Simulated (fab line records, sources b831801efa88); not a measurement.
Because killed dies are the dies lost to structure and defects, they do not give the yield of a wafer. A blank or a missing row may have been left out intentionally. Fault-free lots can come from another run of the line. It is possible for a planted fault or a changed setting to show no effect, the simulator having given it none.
Problem report in the 8D (eight disciplines) form, filled by code / flow sky130 / the parts of the form that need people (team, actions taken, sign-off) are left out

== 1. WHAT IS WRONG ==
killed at other at SKY_PAD_OPEN_PROBE_99 reads a mean of 55.8 on 9 wafers of 3 lots; wafers without a fault read 0.2 with a standard deviation of 0.41. So: +99 or more standard deviations from the usual mean.
First observed at day 49 23:07: wafer L479.3, on prober-01. At this step, 9 wafers from 3 lots have a number in the record. Rule for "out" (also "out of limits"): further than 4 standard deviations from the usual mean. All remaining wafers that have a number are taken as sound.

== 2. WHAT THIS IS AND IS NOT ==
question=which readings at this step; is=killed at other, sort_bin_3_pad_short; is not=killed_at_M0_to_M3, killed at front end, sort_bin_6_memory
question=which lots; is=L479, L480, L481; is not=-
question=which wafers of those lots; is=all that have a number; is not=-
question=read on which tools; is=prober-01, prober-02; is not=-
question=when; is=from day 49 23:07; is not=up to then (0 sound wafers)

== 3. THE SUSPECTS, EACH WITH WHAT RULES IT OUT ==
Counting: any tool at a process step up to the reading is kept as a suspect provided that every lot that is out went through it and no sound lot did after the first of them.
- wet bench-03 at SKY_CAP2M_CLEAN_16 (cleans in IPA, time 180 s): kept. It ran every lot that is out, first L479 (day 45 14:30), and no sound lot after that.
Remaining after the count: wet bench-03 at SKY_CAP2M_CLEAN_16.

== 4. THE CAUSE (what the simulator had put in) ==
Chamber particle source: wet bench-03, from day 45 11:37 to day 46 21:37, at SKY_CAP2M_CLEAN_16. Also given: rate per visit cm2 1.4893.
Counting left only this tool.

== 5. THE EFFECT CHAIN, in route order ==
One row per reading whose mean, taken over the struck wafers that have a number, lies over 3 standard deviations from the usual. Only readings for which the record gives a usual standard deviation are gone through. hours: the time from each lot's start at the first step in this table that gives one to its start at this step, as a median over the lots. sigmas: the change in usual standard deviations.
hours=0; step=SKY_PAD_OPEN_PROBE_99; reading=defect limited yield; usual=82.8 %; on struck wafers=74.7; change=-8.1; sigmas=-4.0
hours=0; step=SKY_PAD_OPEN_PROBE_99; reading=killed at other; usual=0.2; on struck wafers=55.8; change=+55.6; sigmas=+99 or more
hours=0; step=SKY_PAD_OPEN_PROBE_99; reading=killed dies; usual=84; on struck wafers=124; change=+40; sigmas=+4.2
hours=0; step=SKY_PAD_OPEN_PROBE_99; reading=sort_bin_3_pad_short; usual=0.8 %; on struck wafers=4.3; change=+3.5; sigmas=+8.2
hours=0; step=SKY_PAD_OPEN_PROBE_99; reading=sort_bin_5_function; usual=10.1 %; on struck wafers=15.3; change=+5.2; sigmas=+3.7
hours=0; step=SKY_PAD_OPEN_PROBE_99; reading=sort n pass; usual=408; on struck wafers=368; change=-40; sigmas=-4.2
hours=0; step=SKY_PAD_OPEN_PROBE_99; reading=sort yield pct; usual=82.8 %; on struck wafers=74.7; change=-8.1; sigmas=-4.0
Here are the process steps it includes:
- SKY_PAD_OPEN_PROBE_99

== 6. HOW IT WOULD HAVE BEEN CAUGHT EARLIER ==
108 hours passed between the start of the fault at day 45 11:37 and the first reading out of limits in this record, taken at day 49 23:07.
Lots out: 3; all had begun SKY_CAP2M_CLEAN_16 on wet bench-03 by day 49 23:07. Holding the tool at that point would not have protected any of them.
